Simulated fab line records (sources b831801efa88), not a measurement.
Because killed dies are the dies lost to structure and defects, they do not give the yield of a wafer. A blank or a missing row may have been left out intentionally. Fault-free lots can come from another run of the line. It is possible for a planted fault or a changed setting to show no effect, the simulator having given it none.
fab line records	flow gf180mcu
[record] lots = 14	wafers = 42	lastDay = 34
route steps=602 shown HV_LDD@199 PSD@256 SAB@270
lots that met no fault: taken from a fault-free run of the same line
startH: hours from the record's first day to the start of the lot's first wafer shown	waitH: how many hours have passed since the lot's step before this one	" the same as in the row above	L1.1+2: several wafers, shown together as one row	- no value, or no start given	* or withheld: withheld	< > ~ a bound
route shown NAME@n: NAME is a module with steps in the file, n the number in the route of the first one	usual: average and standard deviation across the fault-free wafers	same: alike in all rows	chamber/n: place in a boat	sites: readings site by site	_std_site: standard deviation of those values	_edge_site: outer sites' mean less inner sites'	radiusMm: how far each site lies from the wafer's centre	mask NAME#n: copy n	behind: tool/chamber where the wafer was last shaped	hold: reason for holding the lot/hours on hold/outcome of the hold	device: which transistor (n, p or np) failed to switch	end of line: at the end of the route, the tests of the same wafers	step lacking rows: just its recipe	killed: the dies lost at the first sort to structure and to defects; this is not the yield of the wafer	map: a wafer's dies, marking killed ones x, the rest . and places with no die _
set.NAME: the setting as run; set.NAME@STEP: as run at that earlier step	model.NAME: the simulator's own value behind a step, which no gauge read
the route's steps for a sample of lots (tables are steps, rows are wafers)
services: a tool's chamber out of use, with start hour (startH, from the record's first day; less than 0 if before it), hours out, and reason
[[steps]]
[step GF_HV_LDD_TW_MEAS_23]
[usual] HV_LDD_2_TW = 1057/7.4
lot.wafer	tool	chamber	startH	waitH	HV_LDD_2_TW
L781.1	filmMetro-01	-	233.55	0.1	1064
L781.2	"	-	"	"	1059
L781.4	"	-	"	"	1066
L783.2	filmMetro-01	-	248.81	0.1	1065
L783.4	"	-	"	"	1071
L783.5	"	-	"	"	1065
L784.1	filmMetro-04	-	257.53	0.1	1050
L784.3	"	-	"	"	1049
L784.4	"	-	"	"	1046
L785.1	filmMetro-04	-	264.71	0.1	1057
L785.4	"	-	"	"	1047
L785.6	"	-	"	"	1052
L786.4	filmMetro-04	-	273.36	0.1	1050
L786.5	"	-	"	"	1048
L786.6	"	-	"	"	1053
L787.1	filmMetro-01	-	282.70	0.1	1065
L787.2	"	-	"	"	1069
L787.6	"	-	"	"	1062
L788.2	filmMetro-01	-	289.52	0.1	1067
L788.5	"	-	"	"	1059
L788.6	"	-	"	"	1061
L789.1	filmMetro-04	-	297.08	0.1	1052
L789.3	"	-	"	"	1052
L789.5	"	-	"	"	1055
L791.1	filmMetro-01	-	313.01	0.1	1070
L791.2	"	-	"	"	1064
L791.3	"	-	"	"	1063
L794.1	filmMetro-04	-	336.08	0.1	1041
L794.3	"	-	"	"	1051
L794.6	"	-	"	"	1053
L796.3	filmMetro-04	-	348.78	0.1	1043
L796.4	"	-	"	"	1042
L796.6	"	-	"	"	1050
L797.1	filmMetro-03	-	358.28	0.1	1051
L797.2	"	-	"	"	1053
L797.3	"	-	"	"	1053
L800.1	filmMetro-01	-	378.08	0.1	1061
L800.3	"	-	"	"	1065
L800.5	"	-	"	"	1058
L802.2	filmMetro-03	-	395.72	0.1	1057
L802.3	"	-	"	"	1059
L802.4	"	-	"	"	1057
[step GF_HV_LDD_THK_MEAS_57]
[recipe] reads = Si3N4_of_HV_LDD_CVD_56
[usual] HV_LDD_CVD_56_THK = 90.1/0.82
lot.wafer	tool	chamber	startH	waitH	HV_LDD_CVD_56_THK[nm]
L781.1	filmMetro-04	-	275.17	0.0	91.6
L781.2	"	-	"	"	91.7
L781.4	"	-	"	"	92.5
L783.2	filmMetro-03	-	291.24	0.0	89.4
L783.4	"	-	"	"	90.1
L783.5	"	-	"	"	89.9
L784.1	filmMetro-03	-	300.27	0.0	89.3
L784.3	"	-	"	"	89.4
L784.4	"	-	"	"	89.6
L785.1	filmMetro-01	-	307.95	0.0	89.6
L785.4	"	-	"	"	88.9
L785.6	"	-	"	"	89.3
L786.4	filmMetro-03	-	318.43	0.0	90.9
L786.5	"	-	"	"	90.4
L786.6	"	-	"	"	91.2
L787.1	filmMetro-04	-	327.48	0.0	89.4
L787.2	"	-	"	"	89.9
L787.6	"	-	"	"	90.0
L788.2	filmMetro-03	-	336.08	0.0	90.0
L788.5	"	-	"	"	90.5
L788.6	"	-	"	"	89.1
L789.1	filmMetro-01	-	342.73	0.0	91.2
L789.3	"	-	"	"	91.3
L789.5	"	-	"	"	89.8
L791.1	filmMetro-04	-	359.27	0.0	90.1
L791.2	"	-	"	"	90.0
L791.3	"	-	"	"	90.6
L794.1	filmMetro-01	-	383.74	0.0	89.0
L794.3	"	-	"	"	89.3
L794.6	"	-	"	"	89.1
L796.3	filmMetro-04	-	398.75	0.0	89.4
L796.4	"	-	"	"	90.0
L796.6	"	-	"	"	89.6
L797.1	filmMetro-03	-	407.31	0.0	91.2
L797.2	"	-	"	"	90.0
L797.3	"	-	"	"	90.3
L800.1	filmMetro-03	-	428.14	0.0	90.1
L800.3	"	-	"	"	89.3
L800.5	"	-	"	"	89.6
L802.2	filmMetro-01	-	447.43	0.0	89.4
L802.3	"	-	"	"	89.3
L802.4	"	-	"	"	90.4
[step GF_PSD_OVL_MEAS_08]
[usual] PSD_OVL = 0.7/1.3
lot.wafer	tool	chamber	startH	waitH	PSD_OVL[nm]
L781.1	overlay-01	-	315.84	0.1	2.8
L781.2	"	-	"	"	4.2
L781.4	"	-	"	"	2.3
L783.2	overlay-02	-	333.35	0.1	0.6
L783.4	"	-	"	"	2.8
L783.5	"	-	"	"	1.7
L784.1	overlay-02	-	342.59	0.1	-1.9
L784.3	"	-	"	"	-1.2
L784.4	"	-	"	"	-1.7
L785.1	overlay-02	-	350.74	0.1	2.6
L785.4	"	-	"	"	1.5
L785.6	"	-	"	"	0.4
L786.4	overlay-01	-	361.99	0.1	0.5
L786.5	"	-	"	"	0.2
L786.6	"	-	"	"	1.4
L787.1	overlay-02	-	371.71	0.1	1.2
L787.2	"	-	"	"	0.7
L787.6	"	-	"	"	1.4
L788.2	overlay-02	-	380.66	0.1	-0.4
L788.5	"	-	"	"	-0.8
L788.6	"	-	"	"	-0.9
L789.1	overlay-02	-	387.86	0.1	0.2
L789.3	"	-	"	"	3.2
L789.5	"	-	"	"	0.1
L791.1	overlay-01	-	405.32	0.1	0.8
L791.2	"	-	"	"	1.8
L791.3	"	-	"	"	3.3
L794.1	overlay-01	-	430.94	0.1	0.9
L794.3	"	-	"	"	1.1
L794.6	"	-	"	"	1.2
L796.3	overlay-01	-	446.23	0.1	0.1
L796.4	"	-	"	"	0.8
L796.6	"	-	"	"	1.2
L797.1	overlay-02	-	456.89	0.1	1.8
L797.2	"	-	"	"	-2.1
L797.3	"	-	"	"	1.5
L800.1	overlay-01	-	477.70	0.1	2.3
L800.3	"	-	"	"	0.9
L800.5	"	-	"	"	0.0
L802.2	overlay-01	-	495.41	0.1	1.8
L802.3	"	-	"	"	0.2
L802.4	"	-	"	"	1.4
[step GF_SAB_EXPOSE_06]
[recipe] maskId = SAB	targetCdNm = 420	na = 0.6	sourceShape = conventional	sigmaOuter = 0.6	doseMj = 140
lot.wafer	tool	chamber	startH	waitH	mask
L781.1+2+4	ilineStepper-01	0	327.19	-	SAB#0
L783.2+4+5	ilineStepper-02	0	344.41	-	SAB#0
L784.1+3+4	ilineStepper-02	0	354.64	-	SAB#0
L785.1+4+6	ilineStepper-01	0	362.96	-	SAB#0
L786.4+5+6	ilineStepper-01	0	373.46	-	SAB#0
L787.1+2+6	ilineStepper-01	0	383.59	-	SAB#0
L788.2+5+6	ilineStepper-02	0	393.03	-	SAB#0
L789.1+3+5	ilineStepper-02	0	400.29	-	SAB#0
L791.1+2+3	ilineStepper-02	0	417.67	-	SAB#0
L794.1+3+6	ilineStepper-02	0	443.92	-	SAB#0
L796.3+4+6	ilineStepper-02	0	458.82	-	SAB#0
L797.1+2+3	ilineStepper-02	0	469.18	-	SAB#0
L800.1+3+5	ilineStepper-01	0	490.19	-	SAB#0
L802.2+3+4	ilineStepper-01	0	508.31	-	SAB#0
[step GF_SAB_CD_MEAS_09]
[recipe] targetCdNm = 420
[usual] cdNm = 420.4/2
lot.wafer	tool	chamber	startH	waitH	cdNm
L781.1	cdSem-01	-	337.30	0.1	423.4
L781.2	"	-	"	"	420.9
L781.4	"	-	"	"	421.6
L783.2	cdSem-01	-	355.12	0.1	419.0
L783.4	"	-	"	"	420.8
L783.5	"	-	"	"	420.6
L784.1	cdSem-02	-	365.54	0.1	421.5
L784.3	"	-	"	"	421.3
L784.4	"	-	"	"	418.9
L785.1	cdSem-01	-	373.74	0.1	421.1
L785.4	"	-	"	"	420.0
L785.6	"	-	"	"	416.6
L786.4	cdSem-01	-	384.46	0.1	421.6
L786.5	"	-	"	"	421.6
L786.6	"	-	"	"	420.7
L787.1	cdSem-01	-	395.00	0.1	423.7
L787.2	"	-	"	"	425.3
L787.6	"	-	"	"	423.8
L788.2	cdSem-02	-	404.66	0.1	417.8
L788.5	"	-	"	"	418.3
L788.6	"	-	"	"	420.0
L789.1	cdSem-02	-	411.89	0.1	418.6
L789.3	"	-	"	"	419.2
L789.5	"	-	"	"	418.2
L791.1	cdSem-01	-	429.84	0.1	419.2
L791.2	"	-	"	"	420.1
L791.3	"	-	"	"	420.6
L794.1	cdSem-02	-	455.95	0.1	420.2
L794.3	"	-	"	"	419.6
L794.6	"	-	"	"	418.2
L796.3	cdSem-01	-	470.98	0.2	418.9
L796.4	"	-	"	"	418.1
L796.6	"	-	"	"	264.1
L797.1	cdSem-01	-	481.43	0.1	420.2
L797.2	"	-	"	"	265.7
L797.3	"	-	"	"	421.4
L800.1	cdSem-01	-	501.79	0.1	420.0
L800.3	"	-	"	"	421.5
L800.5	"	-	"	"	420.8
L802.2	cdSem-01	-	519.21	0.1	420.5
L802.3	"	-	"	"	417.7
L802.4	"	-	"	"	420.1
[[services]]
tool	chamber	startH	hours	kind
ilineStepper-02	-	309.18	1.7	pm
ilineStepper-02	-	369.93	2.1	pm
ilineStepper-02	-	372.01	-	consumableReplace:lamp
ilineStepper-02	-	380.24	4.4	pm
ilineStepper-01	-	419.39	1.7	pm
ilineStepper-01	0	429.87	-	calibration
ilineStepper-01	-	463.08	4.4	pm
ilineStepper-02	0	501.62	-	calibration
[[key]]
[firstSign] step = GF_SAB_CD_MEAS_09	reading = cdNm	direction = down	sigmas = 77	usual = 420.4	struck = 264.9
effect none on later readings
metAt GF_SAB_EXPOSE_06
struckLots L796,L797
struckWafers L796.6,L797.2
laterRowsLeftOut L796.6,L797.2
sortLeftOut L796.6,L797.2
testerLeftOut L796,L797
notActingAt GF_HV_LDD_TW_MEAS_23,GF_HV_LDD_THK_MEAS_57,GF_PSD_OVL_MEAS_08
onsetBetween 443.92 458.82
[fault] kind = processParameterDrift	tool = ilineStepper-02	chamber = -	onsetH = 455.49	steps = GF_SAB_EXPOSE_06	channel = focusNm	offset = 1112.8	shape = step	endH = 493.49	scope = struckWafersOnly
// testerLeftOut: of these lots the tester's yield and bins aren't shown, on N5 and GAA mostly nor the transistor test; their killed dies are dies lost to structure and defects alone, not to doping, threshold or leakage, so they don't give the yield
// sortLeftOut: the simulated sort isn't trusted on such a fault, so these wafers' sort isn't shown, and their yield isn't known
// laterRowsLeftOut: the simulator's readings of these wafers behind a module that went badly wrong aren't trusted and aren't shown, but for the sort
